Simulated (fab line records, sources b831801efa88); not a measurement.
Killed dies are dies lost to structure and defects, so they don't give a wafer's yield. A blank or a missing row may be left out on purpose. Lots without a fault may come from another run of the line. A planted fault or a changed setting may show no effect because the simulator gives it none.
Chamber matching | flow sky130 | SKY_CONTACT_CMP_27 on cmp-01: 4 sister chambers
The step polishes, stops on SiO2, t overpolish 15 s, target thk 0 nm. 24 wafers are shown with their chamber, then 12 later ones without.

WAFERS WITH THEIR CHAMBER
wafer  | chamber | motor_current_A (A) | overpolish_run_s (s) | time_to_endpoint_s (s)
L076.1 | 3       | 9.4                 | 15.006               | 82.1
L076.5 | 1       | 10.3                | 15.000               | 82.8
L076.6 | 0       | 13.0                | 14.996               | 81.3
L077.1 | 0       | 12.8                | 15.011               | 84.8
L077.4 | 1       | 10.2                | 15.002               | 80.8
L077.5 | 1       | 10.2                | 14.997               | 81.2
L079.3 | 3       | 9.3                 | 14.986               | 77.9
L079.4 | 0       | 12.3                | 15.008               | 83.2
L079.5 | 3       | 10.0                | 14.975               | 79.5
L080.3 | 3       | 9.5                 | 14.971               | 82.0
L080.5 | 3       | 9.7                 | 15.001               | 79.6
L080.6 | 2       | 10.2                | 14.997               | 82.0
L081.1 | 3       | 9.6                 | 14.999               | 79.1
L081.3 | 0       | 12.6                | 14.996               | 77.5
L081.6 | 3       | 9.9                 | 15.012               | 77.8
L086.2 | 1       | 10.3                | 14.992               | 82.7
L086.4 | 0       | 12.8                | 15.000               | 79.9
L086.6 | 2       | 9.3                 | 15.011               | 82.0
L088.1 | 2       | 10.1                | 15.004               | 81.0
L088.3 | 3       | 9.2                 | 15.001               | 80.8
L088.6 | 0       | 12.9                | 14.990               | 79.4
L089.2 | 2       | 10.3                | 15.012               | 79.1
L089.3 | 3       | 9.4                 | 14.988               | 78.0
L089.5 | 1       | 10.1                | 14.990               | 77.5

SIGNATURES (means of the wafers above)
reading            | chamber 0 | chamber 1 | chamber 2 | chamber 3 | scatter within a chamber
motor_current_A    | 12.733    | 10.220    | 9.975     | 9.556     | 0.278
overpolish_run_s   | 15.00017  | 14.99620  | 15.00600  | 14.99322  | 0.0104
time_to_endpoint_s | 81.017    | 81.000    | 81.025    | 79.644    | 2.02
Rule: a wafer's distance from a chamber is the root of the sum, over the readings, of the square of ((its reading less the chamber's mean) divided by the reading's scatter). The wafer belongs to the nearest chamber; if the next one is less than 2 further off, it can't be placed. The scatter: the root of (the sum of the squares of (reading less its chamber's mean) over the shown wafers, divided by (wafers less chambers)).

WAFERS WITHOUT THEIR CHAMBER
wafer  | motor_current_A (A) | overpolish_run_s (s) | time_to_endpoint_s (s)
L090.1 | 9.8                 | 15.000               | 80.2
L090.3 | 9.9                 | 15.008               | 81.0
L090.4 | 13.1                | 14.990               | 76.3
L095.1 | 9.8                 | 15.005               | 80.7
L095.3 | 13.3                | 14.999               | 81.8
L095.6 | 9.6                 | 15.000               | 82.2
L097.1 | 9.9                 | 14.996               | 85.2
L097.2 | 12.8                | 14.993               | 84.2
L097.4 | 10.3                | 15.000               | 86.8
L096.1 | 9.4                 | 15.002               | 83.8
L096.3 | 12.6                | 15.007               | 81.8
L096.4 | 10.5                | 15.008               | 86.1

WHICH CHAMBER EACH WENT THROUGH
wafer  | from the rows above          | in truth
L090.1 | can't be placed: 2 or 3 or 1 | 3
L090.3 | can't be placed: 2 or 1 or 3 | 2
L090.4 | 0                            | 0
L095.1 | can't be placed: 2 or 3 or 1 | 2
L095.3 | 0                            | 0
L095.6 | can't be placed: 3 or 2 or 1 | 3
L097.1 | can't be placed: 2 or 1 or 3 | 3
L097.2 | 0                            | 0
L097.4 | can't be placed: 1 or 2 or 3 | 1
L096.1 | can't be placed: 3 or 2 or 1 | 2
L096.3 | 0                            | 0
L096.4 | can't be placed: 1 or 2 or 3 | 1
Placed correctly: 4 of 12. Can't be placed from these rows: 8 (the true chamber is among the candidates in 8). Placed wrongly: 0.
